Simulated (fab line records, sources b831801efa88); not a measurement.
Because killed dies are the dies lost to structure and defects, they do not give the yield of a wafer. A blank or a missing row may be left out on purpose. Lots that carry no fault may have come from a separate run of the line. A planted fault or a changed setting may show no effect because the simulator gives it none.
Chamber matching || flow sky130 || SKY_FIELD_ISO_ETCH_17 on rieSi-02 has 4 sister chambers
The step etches Si in HBr/Cl2/O2, target depth 342 nm, time 97.7 s. 16 wafers are shown with their chamber, then 8 later ones without.

== WAFERS, EACH WITH ITS CHAMBER ==
{"wafer": "L313.1", "chamber": 2, "drypumpMotorCurrentA (A)": 5.5, "runLengthS (s)": 125.2, "oesProductAu (a.u.)": 1.011}
{"wafer": "L313.4", "chamber": 0, "drypumpMotorCurrentA (A)": 5.6, "runLengthS (s)": 125.3, "oesProductAu (a.u.)": 1.020}
{"wafer": "L313.5", "chamber": 1, "drypumpMotorCurrentA (A)": 6.3, "runLengthS (s)": 125.6, "oesProductAu (a.u.)": 1.013}
{"wafer": "L316.1", "chamber": 2, "drypumpMotorCurrentA (A)": 5.5, "runLengthS (s)": 125.3, "oesProductAu (a.u.)": 1.003}
{"wafer": "L316.3", "chamber": 1, "drypumpMotorCurrentA (A)": 6.4, "runLengthS (s)": 126.3, "oesProductAu (a.u.)": 1.011}
{"wafer": "L316.6", "chamber": 1, "drypumpMotorCurrentA (A)": 6.4, "runLengthS (s)": 126.1, "oesProductAu (a.u.)": 1.004}
{"wafer": "L322.1", "chamber": 3, "drypumpMotorCurrentA (A)": 6.0, "runLengthS (s)": 125.4, "oesProductAu (a.u.)": 0.992}
{"wafer": "L322.5", "chamber": 0, "drypumpMotorCurrentA (A)": 5.7, "runLengthS (s)": 125.4, "oesProductAu (a.u.)": 1.003}
{"wafer": "L322.6", "chamber": 1, "drypumpMotorCurrentA (A)": 6.3, "runLengthS (s)": 125.7, "oesProductAu (a.u.)": 0.992}
{"wafer": "L325.1", "chamber": 1, "drypumpMotorCurrentA (A)": 6.3, "runLengthS (s)": 126.0, "oesProductAu (a.u.)": 1.003}
{"wafer": "L325.3", "chamber": 0, "drypumpMotorCurrentA (A)": 5.6, "runLengthS (s)": 125.2, "oesProductAu (a.u.)": 1.009}
{"wafer": "L325.4", "chamber": 2, "drypumpMotorCurrentA (A)": 5.5, "runLengthS (s)": 125.4, "oesProductAu (a.u.)": 1.003}
{"wafer": "L326.4", "chamber": 0, "drypumpMotorCurrentA (A)": 5.7, "runLengthS (s)": 125.7, "oesProductAu (a.u.)": 1.011}
{"wafer": "L326.5", "chamber": 2, "drypumpMotorCurrentA (A)": 5.5, "runLengthS (s)": 125.0, "oesProductAu (a.u.)": 1.010}
{"wafer": "L326.6", "chamber": 3, "drypumpMotorCurrentA (A)": 6.0, "runLengthS (s)": 125.9, "oesProductAu (a.u.)": 0.998}
{"wafer": "L330.2", "chamber": 3, "drypumpMotorCurrentA (A)": 6.0, "runLengthS (s)": 126.0, "oesProductAu (a.u.)": 0.990}

SIGNATURES, as means of the wafers listed above
{"reading": "drypumpMotorCurrentA", "chamber 0": 5.650, "chamber 1": 6.340, "chamber 2": 5.500, "chamber 3": 6.000, "scatter within a chamber": 0.0428}
{"reading": "runLengthS", "chamber 0": 125.400, "chamber 1": 125.940, "chamber 2": 125.225, "chamber 3": 125.767, "scatter within a chamber": 0.253}
{"reading": "oesProductAu", "chamber 0": 1.01075, "chamber 1": 1.00460, "chamber 2": 1.00675, "chamber 3": 0.99333, "scatter within a chamber": 0.00654}
Rule: for each reading, subtract the chamber's mean from the wafer's reading, divide by that reading's scatter and square the result; add these up over the readings and take the root, which gives the wafer's distance from the chamber. The wafer belongs to the nearest chamber; if the next one is less than 2 further off, it can't be placed. The scatter is the square root of a quotient: the sum, over the shown wafers, of each reading's squared deviation from its chamber's mean, divided by wafers minus chambers.

== WAFERS WHOSE CHAMBER IS MISSING ==
{"wafer": "L330.3", "drypumpMotorCurrentA (A)": 6.3, "runLengthS (s)": 125.6, "oesProductAu (a.u.)": 1.020}
{"wafer": "L330.4", "drypumpMotorCurrentA (A)": 5.6, "runLengthS (s)": 125.4, "oesProductAu (a.u.)": 0.999}
{"wafer": "L332.1", "drypumpMotorCurrentA (A)": 5.7, "runLengthS (s)": 125.3, "oesProductAu (a.u.)": 1.004}
{"wafer": "L332.4", "drypumpMotorCurrentA (A)": 6.0, "runLengthS (s)": 125.5, "oesProductAu (a.u.)": 1.001}
{"wafer": "L332.5", "drypumpMotorCurrentA (A)": 6.3, "runLengthS (s)": 125.6, "oesProductAu (a.u.)": 1.007}
{"wafer": "L333.2", "drypumpMotorCurrentA (A)": 6.0, "runLengthS (s)": 125.3, "oesProductAu (a.u.)": 1.003}
{"wafer": "L333.3", "drypumpMotorCurrentA (A)": 6.3, "runLengthS (s)": 125.6, "oesProductAu (a.u.)": 1.005}
{"wafer": "L333.6", "drypumpMotorCurrentA (A)": 5.7, "runLengthS (s)": 125.4, "oesProductAu (a.u.)": 0.996}

== THE CHAMBER EACH PASSED THROUGH ==
{"wafer": "L330.3", "from the rows above": 1, "in truth": 1}
{"wafer": "L330.4", "from the rows above": "can't be placed: 0 or 2", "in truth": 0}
{"wafer": "L332.1", "from the rows above": 0, "in truth": 0}
{"wafer": "L332.4", "from the rows above": 3, "in truth": 3}
{"wafer": "L332.5", "from the rows above": 1, "in truth": 1}
{"wafer": "L333.2", "from the rows above": 3, "in truth": 3}
{"wafer": "L333.3", "from the rows above": 1, "in truth": 1}
{"wafer": "L333.6", "from the rows above": 0, "in truth": 0}
7 of 8 placed correctly. These rows do not allow placing 1 (true chamber among the candidates in 1). Number placed wrongly: 0.
